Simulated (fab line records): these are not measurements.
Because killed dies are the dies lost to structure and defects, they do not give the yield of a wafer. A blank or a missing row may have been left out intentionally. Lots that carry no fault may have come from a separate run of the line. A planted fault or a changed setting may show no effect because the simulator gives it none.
Which tool did it? ; flow gf180mcu ; Sampling: 10 lots, 30 wafers, 4 of 602 route steps

WHAT THE GAUGES READ, wafer by wafer
GF_V2_RS_MEAS_24: the measuring method here is four-point-probe.
lot;measured;on;V2_W_RS (ohm/sq)
L577;day 20 08:08;film-metro-02;0.325 0.329 0.325
L579;day 21 03:20;film-metro-02;0.362 0.362 0.360 0.361 0.362 0.360
L581;day 21 19:55;film-metro-02;0.367 0.372 0.368 0.368 0.372 0.367
L591;day 25 14:05;film-metro-03;0.329 0.332 0.329
L594;day 26 07:33;film-metro-03;0.331 0.327 0.332
L595;day 26 17:42;film-metro-02;0.327 0.328 0.328
L596;day 26 22:56;film-metro-04;0.323 0.328 0.326
L597;day 27 06:16;film-metro-02;0.326 0.324 0.328
L598;day 27 11:38;film-metro-04;0.327 0.329 0.328
L599;day 27 18:05;film-metro-03;0.326 0.325 0.324

WHICH TOOL RAN EACH LOT (tool, then ch and the chambers of the sampled wafers, then the start)
lot;GF_M2_SPUTTER_03;GF_V2_CMP_04;GF_V2_CVD_23
L577;pvd-sputter-04, day 18 04:46;cmp-02 ch 0,1,3, day 19 05:40;cvd-w-01 ch 0,1, day 20 08:01
L579;pvd-sputter-01, day 18 23:44;cmp-02 ch 0,3, day 20 01:14;cvd-w-01 ch 0,1, day 21 03:13
L581;pvd-sputter-02, day 19 16:27;cmp-02 ch 0,2, day 20 18:29;cvd-w-01 ch 0,1, day 21 19:48
L591;pvd-sputter-01, day 23 14:51;cmp-01 ch 1,2,3, day 24 15:00;cvd-w-02 ch 0,1, day 25 13:58
L594;pvd-sputter-02, day 24 09:50;cmp-02 ch 0,2,3, day 25 08:59;cvd-w-01 ch 0,1, day 26 07:26
L595;pvd-sputter-02, day 24 20:50;cmp-01 ch 2,3, day 25 19:16;cvd-w-02 ch 0,1, day 26 17:34
L596;pvd-sputter-02, day 25 02:16;cmp-01 ch 0,1,3, day 26 01:03;cvd-w-01 ch 0,1, day 26 22:49
L597;pvd-sputter-02, day 25 10:07;cmp-01 ch 2,3, day 26 08:14;cvd-w-02 ch 0,1, day 27 06:10
L598;pvd-sputter-02, day 25 15:17;cmp-01 ch 0,1, day 26 13:14;cvd-w-02 ch 0,1, day 27 11:32
L599;pvd-sputter-04, day 25 22:59;cmp-01 ch 0,1, day 26 21:02;cvd-w-01 ch 0,1, day 27 17:58
- GF_M2_SPUTTER_03: material Ti, target thk 10 nm, time 6.7 s.
- GF_V2_CMP_04: polishes SiO2.
- GF_V2_CVD_23: deposits W, target thk 350 nm, time 104.94 s.

THE ANSWER, worked out from the rows above alone
Rule: the lots themselves supply what counts as usual. The widest of any qualifying gaps counts: lots, ordered by their means at a reading, are off when they make up no more than a third of the lots, leave a main group of 4 or more, and stand apart from it by 3 or more times the standard deviation of that group's means. If all means in a main group match to the digits the tables above print for the reading, that group is not used. A lot without any number at a reading at which 4 lots or more have one is off too. Where the step has rows for the other lots, those lots are counted as sound.
Off: L579, L581, at GF_V2_RS_MEAS_24 (V2_W_RS). The main group has a mean of 0.327 ohm/sq with a standard deviation of 0.0018.
If a tool, at a process step before that reading, ran all the lots that are off and no sound lot after the first of them, it fits. Those tools and the gauges at GF_V2_RS_MEAS_24 are tried in the same way. None of those tried fits.

WHAT THE SIMULATOR HAD PUT IN
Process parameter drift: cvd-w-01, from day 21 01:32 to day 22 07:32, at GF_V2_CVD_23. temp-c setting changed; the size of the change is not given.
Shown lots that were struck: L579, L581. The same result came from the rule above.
